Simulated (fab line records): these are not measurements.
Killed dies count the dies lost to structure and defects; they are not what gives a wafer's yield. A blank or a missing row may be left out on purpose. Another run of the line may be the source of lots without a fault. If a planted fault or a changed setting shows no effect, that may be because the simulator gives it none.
The tool behind it: which one? + flow gf180mcu + route of 602 steps, sampled at 1 step: 7 lots, 21 wafers

WHAT EACH GAUGE READ, for each wafer
GF_V5_THK_MEAS_01.
| lot  | measured     | on            | V5_CVD_00_THK (nm) |
|------|--------------|---------------|--------------------|
| L805 | day 26 17:34 | film_metro-02 | 301.3 302.9 302.3  |
| L810 | day 28 09:51 | film_metro-04 | 303.0 303.8 302.2  |
| L812 | day 29 02:20 | film_metro-01 | 295.9 298.4 299.9  |
| L814 | day 29 13:46 | film_metro-02 | 296.6 303.1 301.2  |
| L816 | day 30 00:14 | film_metro-01 | 300.5 297.1 300.4  |
| L825 | day 32 09:35 | film_metro-04 | 301.0 301.9 301.3  |
| L827 | day 32 20:13 | film_metro-04 | 298.6 298.5 299.3  |

WHAT TOOL EACH LOT RAN ON (gives the tool, then ch and the chambers of the sampled wafers, and finally the start)
Before these readings, the record contains no process step.

THE ANSWER, worked out from the rows above alone
Rule: the lots themselves supply what counts as usual. Put in order of their means at a reading, lots are off if they are a third of the lots or fewer, leave a main group of 4 or more, and stand apart from it by a gap of 3 or more times the standard deviation of the main group's means; of several such gaps the widest counts. Not used: any main group whose means are identical at the precision the tables above print for the reading. A lot without any number at a reading at which 4 lots or more have one is off too. Any other lot the step has rows for is counted as sound.
Nothing can be told from this: no lot is off at any reading shown.

WHAT WAS PUT IN BY THE SIMULATOR
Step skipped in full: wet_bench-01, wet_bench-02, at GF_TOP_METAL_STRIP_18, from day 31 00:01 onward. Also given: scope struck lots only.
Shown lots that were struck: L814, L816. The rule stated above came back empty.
